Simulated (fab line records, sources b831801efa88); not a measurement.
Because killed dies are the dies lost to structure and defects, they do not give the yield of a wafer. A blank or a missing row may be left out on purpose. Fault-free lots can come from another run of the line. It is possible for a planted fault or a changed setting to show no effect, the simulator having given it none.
fab line records | flow sky130
[record] lots = 12 wafers = 34 last-day = 51
route steps=708 shown VT_ADJUST_NCORE@126 SONOS_ONO@169 POLY_GATE@231 PAD_OPEN@708
lots that met no fault: taken from a fault-free run of the same line
start-h: the number of hours between the record's first day and the start of the first shown wafer of the lot | wait-h: time in hours since the lot's previous step | " the same as in the row above | L1.1+2: a single row standing in for several wafers | - no value, or no start given | * or withheld: withheld | < > ~ a bound
route shown NAME@n: NAME is a module with steps in the file, n the number in the route of the first one | usual: mean/standard deviation taken from wafers without a fault | same: alike in all rows | chamber/n: place in a boat | sites: each site's reading | _std_site: standard deviation of those values | _edge_site: outer sites' mean less inner sites' | radius-mm: how far each site lies from the wafer's centre | mask NAME#n: copy n | behind: the last tool/chamber to shape the wafer | hold: reason for holding the lot/hours on hold/outcome of the hold | device: the transistor (n, p or np) that didn't switch | end of line: tests of these same wafers at the route's end | for a step that has no rows: nothing shown but its recipe | killed: at the first sort, the dies lost to defects and structure; wafer yield is something else | map: shows each die of a wafer: x if killed, . if not, _ if none is there
set.NAME: the run value of the setting; set.NAME@STEP: its run value at that earlier step | model.NAME: the simulator's own value behind a step, which no gauge read
one table for each step of the route and one row for each wafer, over a sample of lots
services: from which hour (start-h, from the record's first day; less than 0 if before it) a tool's chamber was out of use, for how many hours, and why
[[steps]]
[step SKY_VT_ADJUST_NCORE_CD_MEAS_07]
[recipe] target-cd-nm = 380
[usual] cd-nm = 380.8/2.6
// columns lot.wafer tool chamber start-h wait-h cd-nm
L407.2 cd-sem-01 - 222.14 0.1 375.5
L407.4 " - " " 375.3
L407.6 " - " " 376.0
L408.1 cd-sem-01 - 226.02 0.1 385.6
L408.3 " - " " 382.4
L408.6 " - " " 383.5
L409.1 cd-sem-01 - 236.09 0.1 382.0
L409.2 " - " " 380.4
L410.2 cd-sem-02 - 237.02 0.2 378.6
L410.5 " - " " 382.8
L410.6 " - " " 381.2
L411.1 cd-sem-02 - 246.84 0.1 381.6
L411.2 " - " " 384.1
L411.3 " - " " 381.9
L412.2 cd-sem-02 - 254.24 0.1 385.2
L412.6 " - " " 382.4
L420.3 cd-sem-02 - 313.41 0.1 377.8
L420.5 " - " " 379.8
L420.6 " - " " 380.6
L421.3 cd-sem-01 - 321.48 0.1 377.2
L421.4 " - " " 376.7
L421.5 " - " " 375.1
L422.4 cd-sem-02 - 329.38 0.1 385.7
L422.5 " - " " 382.2
L422.6 " - " " 384.3
L424.1 cd-sem-01 - 336.42 0.1 379.3
L424.5 " - " " 381.2
L424.6 " - " " 381.5
L425.1 cd-sem-01 - 342.34 0.1 382.1
L425.3 " - " " 381.8
L425.4 " - " " 381.6
L426.3 cd-sem-02 - 347.38 0.1 378.6
L426.4 " - " " 379.0
L426.6 " - " " 379.5
[step SKY_SONOS_ONO_THK_MEAS_01]
[recipe] reads = SiO2_of_SONOS_ONO_OXIDATION_00
[usual] SONOS_ONO_OXIDATION_THK = 2.59/0.065
// columns lot.wafer tool chamber start-h wait-h SONOS_ONO_OXIDATION_THK[nm]
L407.2 film-metro-04 - 297.40 0.0 2.52
L407.4 " - " " 2.50
L407.6 " - " " 2.46
L408.1 film-metro-03 - 304.18 0.0 2.49
L408.3 " - " " 2.53
L408.6 " - " " 2.55
L409.1 film-metro-03 - 313.53 0.0 2.59
L409.2 " - " " 2.56
L410.2 film-metro-01 - 314.49 0.0 2.51
L410.5 " - " " 2.48
L410.6 " - " " 2.44
L411.1 film-metro-03 - 326.28 0.0 2.62
L411.2 " - " " 2.58
L411.3 " - " " 2.66
L412.2 film-metro-03 - 334.26 0.0 2.56
L412.6 " - " " 2.61
L420.3 film-metro-01 - 399.98 0.0 2.59
L420.5 " - " " 2.65
L420.6 " - " " 2.55
L421.3 film-metro-04 - 409.81 0.0 2.65
L421.4 " - " " 2.61
L421.5 " - " " 2.59
L422.4 film-metro-03 - 421.52 0.0 2.61
L422.5 " - " " 2.56
L422.6 " - " " 2.58
L424.1 film-metro-03 - 426.82 0.0 2.66
L424.5 " - " " 2.63
L424.6 " - " " 2.62
L425.1 film-metro-01 - 433.33 0.0 2.61
L425.3 " - " " 2.61
L425.4 " - " " 2.63
L426.3 film-metro-04 - 439.42 0.0 2.51
L426.4 " - " " 2.57
L426.6 " - " " 2.58
[step SKY_SONOS_ONO_ETCH_15]
[recipe] target-depth-nm = 19.52 chemistry = CHF3/O2 source-w = 600 bias-w = 200 pressure-mtorr = 40 chf3-flow-sccm = 50 O2_flow_sccm = 5 time-s = 7.8
[usual] drypump-motor-current-A = 5.8/0.36 oes-product-au = 1.006/0.013 throttle-valve-pct = 8.827/0.0091
// columns lot.wafer tool chamber start-h wait-h drypump-motor-current-A oes-product-au rf-hours-counter-h throttle-valve-pct
L407.2 rie-diel-04 1 325.45 0.0 4.8 1.010 12 8.830
L407.4 " 2 " " 5.4 0.990 0 8.823
L407.6 " 2 " " 5.4 0.998 - 8.836
L408.1 rie-diel-03 3 332.95 0.0 5.7 1.003 33 8.821
L408.3 " 1 " " 6.2 1.014 39 8.845
L408.6 " 0 " " 5.9 0.989 - 8.839
L409.1 rie-diel-04 0 344.10 0.0 6.2 0.999 2 8.799
L409.2 " 2 " " 5.4 1.003 1 8.816
L410.2 rie-diel-01 2 344.55 0.0 5.9 1.004 2 8.819
L410.5 " 1 " " 6.3 1.014 - 8.833
L410.6 " 0 " " 5.8 1.001 - 8.820
L411.1 rie-diel-03 3 355.75 0.0 5.7 1.007 34 8.815
L411.2 " 2 " " 5.9 1.041 85 8.825
L411.3 " 0 " " 5.9 0.993 9 8.838
L412.2 rie-diel-03 0 364.75 0.0 5.9 0.986 9 8.819
L412.6 " 1 " " 6.2 0.998 - 8.836
L420.3 rie-diel-03 3 433.65 0.0 5.7 1.027 35 8.814
L420.5 " 3 " " 5.8 1.023 - 8.822
L420.6 " 2 " " 5.8 1.021 - 8.836
L421.3 rie-diel-03 0 443.07 0.0 5.9 0.996 11 8.815
L421.4 " 2 " " 5.9 1.015 87 8.830
L421.5 " 3 " " 5.8 1.021 - 8.832
L422.4 rie-diel-03 3 454.80 0.0 5.7 1.016 36 8.832
L422.5 " 1 " " 6.2 1.017 - 8.829
L422.6 " 2 " " 5.9 1.013 - 8.825
L424.1 rie-diel-01 2 461.95 0.0 5.9 1.000 5 8.830
L424.5 " 0 " " 5.8 1.001 - 8.826
L424.6 " 3 " " 6.0 0.998 - 8.817
L425.1 rie-diel-04 1 468.50 0.0 4.8 0.994 14 8.826
L425.3 " 3 " " 5.9 0.998 9 8.833
L425.4 " 0 " " 6.2 1.001 4 8.806
L426.3 rie-diel-01 3 473.25 0.0 5.9 0.999 71 8.820
L426.4 " 1 " " 6.3 1.011 5 8.838
L426.6 " 1 " " 6.2 1.009 - 8.815
[step SKY_POLY_GATE_ETCH_17]
[recipe] target-depth-nm = 180 stop-on = SiO2 over-etch-frac = 0.56667 chemistry = HBr/Cl2 target = poly-Si icp-w = 400 bias-w = 100 pressure-mtorr = 10 HBr_flow_sccm = 150 Cl2_flow_sccm = 50 time-s = 70.5
[usual] drypump-motor-current-A = 5.8/0.46 he-backside-leak-sccm = 2.64/0.29 oes-product-au = 0.990/0.0078 over-etch-frac = 0.56667/0 throttle-valve-pct = 33.684/0.0088
// columns lot.wafer tool chamber start-h wait-h drypump-motor-current-A he-backside-leak-sccm oes-product-au over-etch-frac rf-hours-counter-h throttle-valve-pct
L407.2 rie-si-01 2 422.46 0.0 5.8 4.17 0.971 0.56667 3 33.681
L407.4 " 3 " " 5.1 2.32 0.977 0.56667 4 33.687
L407.6 " 1 " " 6.5 2.98 0.975 0.56667 - 33.681
L408.1 rie-si-01 2 430.15 0.0 5.8 2.32 0.989 0.56667 3 33.689
L408.3 " 0 " " 5.9 2.73 0.996 0.56667 0 33.685
L408.6 " 3 " " 5.1 2.39 0.982 0.56667 - 33.690
L409.1 rie-si-01 1 440.95 0.0 6.5 2.90 0.869 0.89065 3 33.678
L409.2 " 0 " " 5.9 2.83 0.991 0.56667 0 33.691
L410.2 rie-si-02 1 441.08 0.0 6.3 3.08 0.993 0.56667 0 33.690
L410.5 " 3 " " 5.1 2.51 0.998 0.56667 - 33.686
L410.6 " 0 " " 5.7 2.85 1.001 0.56667 - 33.691
L411.1 rie-si-01 0 453.21 0.0 5.9 2.81 0.868 0.89065 1 33.684
L411.2 " 1 " " 6.5 2.94 0.979 0.56667 3 33.674
L411.3 " 2 " " 5.7 2.26 0.991 0.56667 4 33.703
L412.2 rie-si-01 2 470.15 0.0 5.8 2.52 0.999 0.56667 4 33.691
L412.6 " 0 " " 5.9 2.70 0.878 0.89065 - 33.676
L420.3 rie-si-01 1 536.45 0.0 6.5 2.73 0.999 0.56667 3 33.678
L420.5 " 2 " " 5.8 2.49 0.992 0.56667 - 33.669
L420.6 " 3 " " 5.1 2.42 0.994 0.56667 - 33.705
L421.3 rie-si-02 3 542.23 0.0 5.2 2.43 0.985 0.56667 2 33.681
L421.4 " 0 " " 5.6 2.90 0.995 0.56667 4 33.695
L421.5 " 3 " " 5.2 2.50 0.995 0.56667 - 33.681
L422.4 rie-si-01 1 554.10 0.0 6.5 2.87 0.991 0.56667 3 33.692
L422.5 " 0 " " 5.9 2.85 0.991 0.56667 - 33.698
L422.6 " 3 " " 5.1 2.45 0.993 0.56667 - 33.691
L424.1 rie-si-01 3 563.28 0.0 5.1 2.23 0.996 0.56667 5 33.667
L424.5 " 2 " " 5.8 2.40 0.998 0.56667 - 33.697
L424.6 " 3 " " 5.1 2.30 0.991 0.56667 - 33.679
L425.1 rie-si-02 3 570.93 0.0 5.2 2.48 0.995 0.56667 2 33.681
L425.3 " 1 " " 6.2 2.81 0.992 0.56667 1 33.683
L425.4 " 0 " " 5.7 2.88 0.993 0.56667 4 33.692
L426.3 rie-si-01 2 574.06 0.0 5.8 2.39 0.987 0.56667 4 33.696
L426.4 " 1 " " 6.5 2.93 0.982 0.56667 3 33.692
L426.6 " 0 " " 5.9 2.67 0.984 0.56667 - 33.690
[step SKY_POLY_GATE_STRIP_18]
[recipe] chemistry = O2/N2 power-w = 1400 pressure-mtorr = 1500 platen-temp-c = withheld o2-flow-sccm = 3000 n2-flow-sccm = 300 overash-fraction = 0.5
[usual] drypump-motor-current-A = 5.9/0.44 n2-flow-sccm = 300.1/1 oes-product-au = 0.359/0.0047 strip-time-to-endpoint-s = 3.14/0.044
// columns lot.wafer tool chamber start-h wait-h drypump-motor-current-A n2-flow-sccm oes-product-au rf-hours-counter-h strip-time-to-endpoint-s
L407.2 plasma-asher-04 1 422.52 0.0 6.1 298.1 0.360 71 3.18
L407.4 " 0 " " 6.4 299.0 0.360 - 3.19
L407.6 " 0 " " 6.4 299.6 0.363 - 3.18
L408.1 plasma-asher-04 0 430.21 0.0 6.4 302.4 0.365 72 3.16
L408.3 " 0 " " 6.4 300.7 0.358 - 3.14
L408.6 " 0 " " 6.4 301.7 0.361 - 3.15
L409.1 plasma-asher-02 0 441.01 0.0 5.5 300.0 0.357 63 2.94
L409.2 " 1 " " 5.2 299.2 0.357 63 3.16
L410.2 plasma-asher-04 0 441.13 0.0 6.4 299.6 0.351 73 3.10
L410.5 " 1 " " 6.1 300.3 0.356 - 3.16
L410.6 " 0 " " 6.4 300.5 0.360 - 3.09
L411.1 plasma-asher-03 0 453.27 0.0 5.4 300.8 0.354 2 2.94
L411.2 " 1 " " 6.1 299.8 0.359 2 3.09
L411.3 " 0 " " 5.4 299.7 0.359 - 3.13
L412.2 plasma-asher-03 0 470.21 0.0 5.4 300.7 0.352 4 3.12
L412.6 " 1 " " 6.2 300.5 0.348 - 2.81
L420.3 plasma-asher-03 1 536.54 0.1 6.1 299.0 0.364 - 3.10
L420.5 " 1 " " 6.1 299.5 0.358 - 3.11
L420.6 " 0 " " 5.4 299.7 0.352 - 3.10
L421.3 plasma-asher-04 1 542.32 0.1 6.1 299.6 0.370 - 3.15
L421.4 " 0 " " 6.4 300.4 0.361 - 3.08
L421.5 " 0 " " 6.4 299.6 0.355 - 3.15
L422.4 plasma-asher-04 1 554.19 0.1 6.1 299.1 0.362 - 3.20
L422.5 " 0 " " 6.4 299.8 0.363 - 3.20
L422.6 " 1 " " 6.1 300.3 0.363 - 3.13
L424.1 plasma-asher-04 1 563.33 0.0 6.1 300.5 0.362 85 3.16
L424.5 " 1 " " 6.1 299.7 0.356 - 3.15
L424.6 " 0 " " 6.4 300.8 0.363 - 3.22
L425.1 plasma-asher-02 1 570.98 0.0 5.2 300.4 0.364 76 3.18
L425.3 " 1 " " 5.2 300.7 0.360 - 3.21
L425.4 " 0 " " 5.4 300.5 0.361 - 3.17
L426.3 plasma-asher-03 1 574.15 0.1 6.1 300.7 0.362 - 3.15
L426.4 " 0 " " 5.3 300.4 0.368 - 3.25
L426.6 " 0 " " 5.3 299.2 0.367 - 3.21
[step SKY_PAD_OPEN_PROBE_99]
[usual] killed_at_M0_to_M3 = 44/7.2 killed_at_M4_up = 2.9/1.8 killed-at-contacts = 24/5.2 killed-at-front-end = 15/4 killed-at-other = 0.2/0.49 killed-dies = 85/9.1 killed-on-rim = 17/3.7 killed-open = 47/6.8 killed-short = 38/5.7
[same] gross-dies = 492 killed-at-back-side = 0
// columns lot.wafer tool chamber start-h wait-h killed_at_M0_to_M3 killed_at_M4_up killed-at-contacts killed-at-front-end killed-at-other killed-dies killed-on-rim killed-open killed-short
L420.3 prober-01 - 1195.27 0.2 32 2 20 12 2 68 12 34 34
L420.5 prober-01 - 1195.37 0.2 41 2 11 13 0 67 15 35 32
L420.6 prober-01 - 1195.42 0.2 38 1 21 20 0 80 16 41 39
L421.3 prober-02 - 1198.81 0.2 50 5 28 24 0 107 25 63 44
L421.4 prober-02 - 1198.86 0.2 39 0 25 17 0 81 16 38 43
L421.5 prober-02 - 1198.91 0.2 39 3 29 15 0 86 19 47 39
L422.4 prober-01 - 1204.36 0.2 40 3 26 13 0 82 12 46 36
L422.5 prober-01 - 1204.41 0.2 44 4 18 13 1 80 18 44 36
L422.6 prober-01 - 1204.46 0.2 40 4 25 19 0 88 25 43 45
L425.1 prober-02 - 1212.91 0.1 32 2 25 22 0 81 16 44 37
L425.3 prober-02 - 1213.01 0.2 46 5 22 20 1 94 22 52 42
L425.4 prober-02 - 1213.06 0.2 40 5 28 9 1 83 9 50 33
// killed by level:class
L420.3 CONTACT:geometric-particle:open=7 CONTACT:geometric-particle:short=5 VIA1:geometric-particle:open=5 METAL2:geometric-particle:short=5 FIELD_ISO:geometric-particle:open=4 POLY_GATE:geometric-particle:short=4 METAL1:geometric-particle:short=4 VIA1:geometric-particle:short=4
L420.5 METAL1:geometric-particle:short=7 VIA2:geometric-particle:open=6 CONTACT:geometric-particle:open=6 VIA1:geometric-particle:open=6 METAL2:geometric-particle:short=5 VIA1:geometric-particle:short=4 METAL2:geometric-particle:open=4 FIELD_ISO:geometric-particle:short=3
L420.6 METAL2:geometric-particle:short=8 VIA1:geometric-particle:open=8 FIELD_ISO:geometric-particle:open=7 CONTACT:geometric-particle:open=7 FIELD_ISO:geometric-particle:short=6 LI_CONTACT:geometric-particle:open=6 METAL1:geometric-particle:short=6 CONTACT:geometric-particle:short=4
L421.3 VIA1:geometric-particle:open=11 LI_CONTACT:geometric-particle:open=10 VIA3:geometric-particle:open=10 FIELD_ISO:geometric-particle:open=9 FIELD_ISO:geometric-particle:short=8 METAL1:geometric-particle:short=7 CONTACT:geometric-particle:open=6 VIA2:geometric-particle:open=4
L421.4 FIELD_ISO:geometric-particle:short=11 METAL2:geometric-particle:short=9 LI_CONTACT:geometric-particle:open=8 CONTACT:geometric-particle:short=8 VIA3:geometric-particle:open=7 VIA1:geometric-particle:open=6 VIA2:geometric-particle:open=6 VIA1:geometric-particle:short=5
L421.5 CONTACT:geometric-particle:open=11 VIA1:geometric-particle:open=8 VIA2:geometric-particle:open=7 FIELD_ISO:geometric-particle:short=6 LI_CONTACT:geometric-particle:open=6 VIA3:geometric-particle:open=6 CONTACT:geometric-particle:short=5 POLY_GATE:geometric-particle:open=4
L422.4 CONTACT:geometric-particle:open=10 VIA1:geometric-particle:open=10 LI_CONTACT:geometric-particle:open=7 VIA2:geometric-particle:open=5 FIELD_ISO:geometric-particle:open=4 METAL3:geometric-particle:short=4 VIA3:geometric-particle:short=4 FIELD_ISO:geometric-particle:short=3
L422.5 VIA3:geometric-particle:open=8 METAL1:geometric-particle:short=7 LI_CONTACT:geometric-particle:open=7 POLY_GATE:geometric-particle:open=6 VIA1:geometric-particle:open=6 CONTACT:geometric-particle:open=5 METAL2:geometric-particle:short=5 VIA2:geometric-particle:open=4
L422.6 CONTACT:geometric-particle:open=11 METAL2:geometric-particle:short=9 VIA2:geometric-particle:open=8 VIA1:geometric-particle:open=8 FIELD_ISO:geometric-particle:short=7 METAL1:geometric-particle:short=6 LI_CONTACT:geometric-particle:open=5 FIELD_ISO:geometric-particle:open=4
L425.1 LI_CONTACT:geometric-particle:open=8 CONTACT:geometric-particle:open=7 FIELD_ISO:geometric-particle:open=6 VIA1:geometric-particle:open=6 METAL2:geometric-particle:short=5 POLY_GATE:geometric-particle:open=4 LOCAL_INTERCONNECT:geometric-particle:short=4 METAL1:geometric-particle:short=4
L425.3 VIA1:geometric-particle:open=10 METAL1:geometric-particle:short=9 VIA3:geometric-particle:open=9 LI_CONTACT:geometric-particle:open=7 FIELD_ISO:geometric-particle:open=6 FIELD_ISO:geometric-particle:short=6 CONTACT:geometric-particle:short=5 VIA1:geometric-particle:short=4
L425.4 CONTACT:geometric-particle:open=12 VIA1:geometric-particle:open=8 LI_CONTACT:geometric-particle:open=7 METAL1:geometric-particle:short=7 VIA2:geometric-particle:open=7 VIA3:geometric-particle:open=6 METAL2:geometric-particle:short=5 CONTACT:geometric-particle:short=4
[[services]]
// columns tool chamber start-h hours kind
rie-diel-04 3 312.49 2.5 repair
rie-si-02 3 319.62 39.4 repair
rie-diel-01 1 376.90 8.0 repair
rie-diel-03 3 391.10 11.4 repair
rie-diel-01 - 391.65 0.5 repair
rie-si-01 1 395.49 2.6 repair
rie-diel-03 - 399.71 2.8 pm
rie-diel-04 3 420.05 4.7 repair
plasma-asher-03 - 421.25 9.0 pm
rie-diel-04 3 428.94 27.1 repair
plasma-asher-04 - 430.52 0.3 repair
rie-si-02 0 430.85 3.9 repair
rie-diel-03 - 475.99 1.2 repair
rie-si-01 - 479.44 1.6 repair
rie-si-01 - 481.81 2.8 pm
rie-diel-03 0 486.22 3.9 repair
rie-diel-01 1 487.14 11.9 repair
rie-si-01 - 496.98 0.4 repair
rie-si-02 - 502.77 0.6 repair
plasma-asher-03 - 508.31 19.8 pm
rie-diel-01 0 533.79 5.1 repair
rie-si-02 1 544.43 2.7 repair
rie-diel-03 0 553.71 2.5 repair
rie-diel-01 0 558.20 8.5 repair
[[key]]
[first-sign] step = SKY_POLY_GATE_ETCH_17 reading = over-etch-frac direction = up sigmas = 99+ usual = 0.56667 struck = 0.89065
[effect] step = SKY_POLY_GATE_ETCH_17 reading = oes-product-au direction = down sigmas = 15 usual = 0.990 struck = 0.872
[effect] step = SKY_POLY_GATE_STRIP_18 reading = strip-time-to-endpoint-s direction = down sigmas = 5.5 usual = * struck = *
met-at SKY_POLY_GATE_ETCH_17
struck-lots L409,L411,L412
struck-wafers L409.1,L411.1,L412.6
tester-left-out L409,L411,L412
not-acting-at SKY_VT_ADJUST_NCORE_CD_MEAS_07,SKY_SONOS_ONO_THK_MEAS_01,SKY_SONOS_ONO_ETCH_15
onset-between 430.15 440.95
[fault] kind = process-parameter-drift tool = rie-si-01 chamber = - onset-h = 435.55 steps = SKY_POLY_GATE_ETCH_17 channel = over-etch-frac offset = 0.32399 shape = step end-h = 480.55 scope = struck-wafers-only stated = 0.56667
// tester-left-out: of these lots the tester's yield and bins aren't shown, on N5 and GAA mostly nor the transistor test; their killed dies are dies lost to structure and defects alone, not to doping, threshold or leakage, so they don't give the yield
